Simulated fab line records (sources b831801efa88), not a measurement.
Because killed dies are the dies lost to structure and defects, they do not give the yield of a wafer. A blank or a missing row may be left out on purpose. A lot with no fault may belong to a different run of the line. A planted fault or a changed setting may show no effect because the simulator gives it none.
A lot that was struck, set against a sound lot    flow sfq_line    24 out of 325 route steps
Sound: these wafers, L170.1, L170.2, L170.4. Struck: wafer L179.2; the same lot's L179.4 was not struck, so it is left out; see the end for the cause.
For every step that has rows: the tool of each side, followed by ch and its chambers, followed by its first start. Under that, the readings that differ: sound wafers    struck wafers    difference of the means    sigmas: that difference in standard deviations of wafers without a fault.
alike: readings whose means differ by less than 2 such deviations, and words and numbers that are the same on both sides. not compared: withheld readings, readings that some wafer has no value for, bounds like >300 that may hide the same value, and numbers for which the record gives no deviation and whose values overlap.
Wherever a step has rows on one side only, a row that says differs or no value, or a row with sigmas, the two part there. When numbers do not overlap yet have no deviation, they are printed without sigmas and do not part them. A reading that every wafer of one side lacks parts them only if that side has two wafers or more.

first, 6 steps without rows for these wafers: SFQ_TRILAYER_I0_VIA_LITHO_COAT_036 (resist thk 62 nm); SFQ_TRILAYER_I0_VIA_LITHO_COAT_031 (resist thk 650 nm); SFQ_TRILAYER_I0_VIA_LITHO_SOFTBAKE_035; SFQ_TRILAYER_I0_VIA_LITHO_EXPOSE_032 (exposes mask I0, target cd 500 nm); SFQ_TRILAYER_I0_VIA_LITHO_PEB_034 (peb time 60 s); SFQ_TRILAYER_I0_VIA_LITHO_DEVELOP_033 (time 60 s).
SFQ_I0_OVL_MEAS_908:
  struck on overlay-01, day 21 19:20; sound on overlay-01, day 18 05:46
  alike: I0_OVL
SFQ_TRILAYER_I0_VIA_BARC_OPEN_VIA_ETCH_046: etches BARC in O2, target depth 125 nm, time 41.7 s.
  sound on rie_diel-03 ch 0,1,3, day 18 05:49; struck on rie_diel-04 ch 0, day 21 19:22
  alike: drypump_motor_current_A, oes_product_au
  not compared: rf_hours_counter_h
SFQ_TRILAYER_I0_VIA_ETCH_VIA_ETCH_034: etches SiO2 in CHF3, stops on Nb, target depth 260 nm.
  sound on rie_diel-03 ch 0,1,3, day 18 05:51; struck on rie_diel-04 ch 0, day 21 19:25
  alike: drypump_motor_current_A, oes_product_au
SFQ_TRILAYER_I0_VIA_STRIP_STRIP_035: strips in O2.
  sound on rie_metal-03 ch 1, day 18 05:58; struck on rie_metal-03 ch 1, day 21 19:31
reading            sound              struck  difference  sigmas
platen_temp_c (C)  40.05 39.93 40.10  39.78   -0.25       -2
  alike: drypump_motor_current_A, oes_product_au
  not compared: rf_hours_counter_h
then, 2 steps without rows for these wafers: SFQ_TRILAYER_I0_VIA_STRIP_SOLV_CLEAN_036 (cleans in NMP, time 600 s); SFQ_TRILAYER_M1_DEP_PRE_CLEAN_038 (time 22.5 s).
SFQ_TRILAYER_M1_DEP_SPUTTER_037: material Nb, target thk 200 nm, time 133.3 s.
  struck on pvd_sputter-04, day 21 20:19; sound on pvd_sputter-04, day 18 07:23
reading                                              sound            struck  difference  sigmas
model.Nb_of_TRILAYER_M1_DEP_SPUTTER_037.thk_nm (nm)  199 201.4 196.9  227.4   +28.3       
  alike: throttle_valve_pct
SFQ_M1_RS_MEAS_909: measures by four-point-probe.
  struck on film_metro-02, day 21 20:26; sound on film_metro-04, day 18 07:28
reading            sound              struck  difference  sigmas
M1_NB_RS (ohm/sq)  0.893 0.882 0.901  0.781   -0.111      -9
then, 6 steps without rows for these wafers: SFQ_TRILAYER_M1_LITHO_COAT_044 (resist thk 62 nm); SFQ_TRILAYER_M1_LITHO_COAT_039 (resist thk 600 nm); SFQ_TRILAYER_M1_LITHO_SOFTBAKE_043; SFQ_TRILAYER_M1_LITHO_EXPOSE_040 (exposes mask M1, target cd 500 nm); SFQ_TRILAYER_M1_LITHO_PEB_042 (peb time 60 s); SFQ_TRILAYER_M1_LITHO_DEVELOP_041 (time 60 s).
-- the record jumps here: 6 days lie between the struck wafers' starts before and after --
SFQ_M1_OVL_MEAS_911:
  struck on overlay-02, day 28 05:59; sound on overlay-02, day 24 20:08
  alike: M1_OVL
SFQ_TRILAYER_M1_BARC_OPEN_METAL_ETCH_054: etches BARC in O2, target depth 125 nm, time 41.7 s.
  sound on rie_metal-03 ch 0,1, day 24 20:10; struck on rie_metal-04 ch 0, day 28 06:01
  alike: drypump_motor_current_A, oes_product_au
  not compared: rf_hours_counter_h
SFQ_TRILAYER_M1_ETCH_METAL_ETCH_042: etches Nb in Cl2/Ar, stops on SiO2, target depth 240 nm, time 120 s.
  sound on rie_metal-03 ch 0,1, day 24 20:14; struck on rie_metal-04 ch 0, day 28 06:05
reading                sound              struck  difference  sigmas
oes_product_au (a.u.)  0.895 0.898 0.883  0.960   +0.068      +9
  alike: drypump_motor_current_A
  not compared: rf_hours_counter_h
SFQ_TRILAYER_M1_STRIP_STRIP_043: strips in O2.
  sound on rie_metal-03 ch 0,1, day 24 20:21; struck on rie_metal-04 ch 0, day 28 06:12
  alike: drypump_motor_current_A, oes_product_au, platen_temp_c
  not compared: rf_hours_counter_h

== WHERE THEY PART ==
Last at SFQ_TRILAYER_M1_ETCH_METAL_ETCH_042 as far as this record goes, first at SFQ_TRILAYER_I0_VIA_STRIP_STRIP_035. Later steps at which nothing parts them and some readings are alike: SFQ_TRILAYER_M1_STRIP_STRIP_043.

WHY: what the simulator had put in
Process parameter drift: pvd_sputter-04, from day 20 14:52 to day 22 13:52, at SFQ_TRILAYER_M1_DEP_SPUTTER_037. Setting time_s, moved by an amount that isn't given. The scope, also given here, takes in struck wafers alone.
